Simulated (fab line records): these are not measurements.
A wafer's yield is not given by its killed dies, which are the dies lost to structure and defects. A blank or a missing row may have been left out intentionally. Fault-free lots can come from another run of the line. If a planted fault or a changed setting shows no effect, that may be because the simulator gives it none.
Which of the tools did it?	flow gf180mcu	Sampling: 11 lots, 33 wafers, 5 of 602 route steps

WHAT EACH GAUGE READ, for each wafer
GF_VT_IMPLANT_OVL_MEAS_07. Usual: VT_IMPLANT_OVL gives 0.6 nm (standard deviation 1.1).
lot	measured	on	VT_IMPLANT_OVL (nm)	flag
L845	day 6 02:13	overlay-02	1.3 0.1 -0.3	
L846	day 6 10:08	overlay-01	1.4 0.5 1.5	
L847	day 6 14:53	overlay-01	-1.4 1.5 1.3	
L850	day 7 10:44	overlay-02	0.8 1.2 1.7	
L856	day 8 22:29	overlay-01	- - -	OFF
L857	day 9 07:34	overlay-02	- - -	OFF
L858	day 9 12:56	overlay-02	-0.3 2.5 1.2	
L859	day 9 17:01	overlay-01	0.4 0.9 0.1	
L861	day 10 05:47	overlay-01	-0.3 0.2 0.6	
L862	day 10 13:46	overlay-02	0.6 0.3 1.0	
L866	day 11 11:49	overlay-01	2.4 1.3 -0.7	

GF_VT_IMPLANT_TW_MEAS_21. Usual: VT_IMPLANT_2_TW gives 1218 (standard deviation 14).
lot	measured	on	VT_IMPLANT_2_TW	flag
L845	day 6 17:07	filmMetro-02	1235 1230 1242	
L846	day 7 01:17	filmMetro-02	1235 1240 1240	
L847	day 7 06:27	filmMetro-01	1207 1212 1208	
L850	day 8 02:28	filmMetro-03	1200 1200 1205	
L856	day 9 16:55	filmMetro-02	1263 1270 1275	OFF
L857	day 10 01:34	filmMetro-03	1245 1242 1235	
L858	day 10 07:28	filmMetro-03	1214 1208 1214	
L859	day 10 11:43	filmMetro-01	1219 1220 1218	
L861	day 11 00:11	filmMetro-01	1219 1212 1216	
L862	day 11 08:51	filmMetro-01	1215 1207 1215	
L866	day 12 06:39	filmMetro-03	1214 1204 1207	

GF_VT_IMPLANT_TW_MEAS_32. Usual: VT_IMPLANT_3_TW gives 273 (standard deviation 3.2).
lot	measured	on	VT_IMPLANT_3_TW	flag
L845	day 7 09:25	filmMetro-02	279 278 279	
L846	day 7 17:15	filmMetro-01	272 271 270	
L847	day 7 22:56	filmMetro-01	271 270 270	
L850	day 8 19:07	filmMetro-03	270 270 269	
L856	day 10 10:59	filmMetro-03	581 579 578	OFF
L857	day 10 19:08	filmMetro-03	579 578 578	OFF
L858	day 11 01:02	filmMetro-02	278 279 279	
L859	day 11 06:05	filmMetro-01	273 272 270	
L861	day 11 18:58	filmMetro-03	270 271 269	
L862	day 12 04:11	filmMetro-02	277 279 276	
L866	day 13 03:04	filmMetro-03	270 269 270	

WHICH TOOL RAN EACH LOT (tool, then ch and the chambers of the sampled wafers, then the start)
lot	GF_DNWELL_STRIP_08	GF_VT_IMPLANT_COAT_02
L845	plasmaAsher-03 ch 0,1, day 3 04:08	lithoTrack-01 ch 0, day 5 19:01
L846	plasmaAsher-02 ch 0,1, day 3 10:23	lithoTrack-01 ch 0, day 6 02:31
L847	plasmaAsher-03 ch 0,1, day 3 15:37	lithoTrack-02 ch 0, day 6 07:15
L850	plasmaAsher-03 ch 0,1, day 4 08:31	lithoTrack-04 ch 0, day 7 02:47
L856	plasmaAsher-04 ch 0,1, day 5 15:18	lithoTrack-02, day 8 14:48
L857	plasmaAsher-03 ch 0,1, day 5 22:32	lithoTrack-02, day 8 22:18
L858	plasmaAsher-04 ch 0,1, day 6 03:31	lithoTrack-01 ch 0, day 9 04:34
L859	plasmaAsher-04 ch 0,1, day 6 06:43	lithoTrack-04 ch 0, day 9 08:32
L861	plasmaAsher-04 ch 0,1, day 6 17:56	lithoTrack-02 ch 0, day 9 20:39
L862	plasmaAsher-04 ch 0,1, day 7 00:58	lithoTrack-02 ch 0, day 10 04:56
L866	plasmaAsher-02 ch 0,1, day 7 21:12	lithoTrack-02 ch 0, day 11 02:45
- GF_DNWELL_STRIP_08: strips in O2/N2.
- GF_VT_IMPLANT_COAT_02: resist thk 1000 nm.

AS READ BY THE TOOLS THEMSELVES (means over the sampled wafers that have a number; for cases with no such wafer, the mark the record gives instead)
GF_DNWELL_STRIP_08. Usual: chamberPressureMTorr 1499.9 mTorr, standard deviation 1.5; drypumpMotorCurrentA 5.7 A, standard deviation 0.58; heaterPowerW 343 W, standard deviation 46; oesProductAu 0.722 a.u., standard deviation 0.0043; stripTimeToEndpointS 36.93 s, standard deviation 0.11.
lot	tool	chamberPressureMTorr (mTorr)	drypumpMotorCurrentA (A)	heaterPowerW (W)	oesProductAu (a.u.)	stripTimeToEndpointS (s)	flag
L845	plasmaAsher-03	1500.9	5.4	310	0.717	36.94	
L846	plasmaAsher-02	1500.8	5.3	349	0.721	37.04	
L847	plasmaAsher-03	1499.0	5.2	298	0.720	36.89	
L850	plasmaAsher-03	1499.1	5.4	307	0.725	36.89	
L856	plasmaAsher-04	1499.3	6.4	399	0.725	36.86	
L857	plasmaAsher-03	1500.0	5.4	312	0.724	36.84	
L858	plasmaAsher-04	1501.1	6.2	392	0.716	36.91	
L859	plasmaAsher-04	1499.5	6.3	397	0.719	37.03	
L861	plasmaAsher-04	1500.8	6.4	393	0.725	36.87	
L862	plasmaAsher-04	1499.5	6.4	396	0.725	36.88	
L866	plasmaAsher-02	1498.5	5.5	322	0.725	36.93	

GF_VT_IMPLANT_COAT_02. Usual: chillPlateTempC 23.00 C, standard deviation 0.1; dispensePressureKPa 53 kPa, standard deviation 4.5.
lot	tool	chillPlateTempC (C)	dispensePressureKPa (kPa)	flag
L845	lithoTrack-01	22.96	53	
L846	lithoTrack-01	23.00	53	
L847	lithoTrack-02	23.04	59	
L850	lithoTrack-04	22.92	48	
L856	lithoTrack-02	-	-	OFF
L857	lithoTrack-02	-	-	OFF
L858	lithoTrack-01	22.97	53	
L859	lithoTrack-04	22.92	48	
L861	lithoTrack-02	23.00	59	
L862	lithoTrack-02	22.93	59	
L866	lithoTrack-02	23.10	59	

THE ANSWER, worked out from the rows above alone
Rule: a lot counts as off when the mean over its wafers that have a number is more than 3 standard deviations away from the usual mean. A lot without any number at a reading at which 4 lots or more have one is off too. Any other lot the step has rows for is counted as sound. First the gauges in route order, then the tools' own readings, where a lot's mean is used as printed above. At the first step where some lot is off, the reading lying furthest off is the one used; lots without a number count as furthest.
Off: at GF_VT_IMPLANT_OVL_MEAS_07 (VT_IMPLANT_OVL), L856, L857. Without a number there: L856, L857.
If a tool, at a process step before that reading, ran all the lots that are off and no sound lot after the first of them, it fits. Not tried: the gauges at GF_VT_IMPLANT_OVL_MEAS_07; whatever is off there is also off at GF_VT_IMPLANT_TW_MEAS_32, on other tools, and gauge error can't account for it. Not one of the candidates tried fits.

WHAT HAD BEEN PUT IN BY THE SIMULATOR
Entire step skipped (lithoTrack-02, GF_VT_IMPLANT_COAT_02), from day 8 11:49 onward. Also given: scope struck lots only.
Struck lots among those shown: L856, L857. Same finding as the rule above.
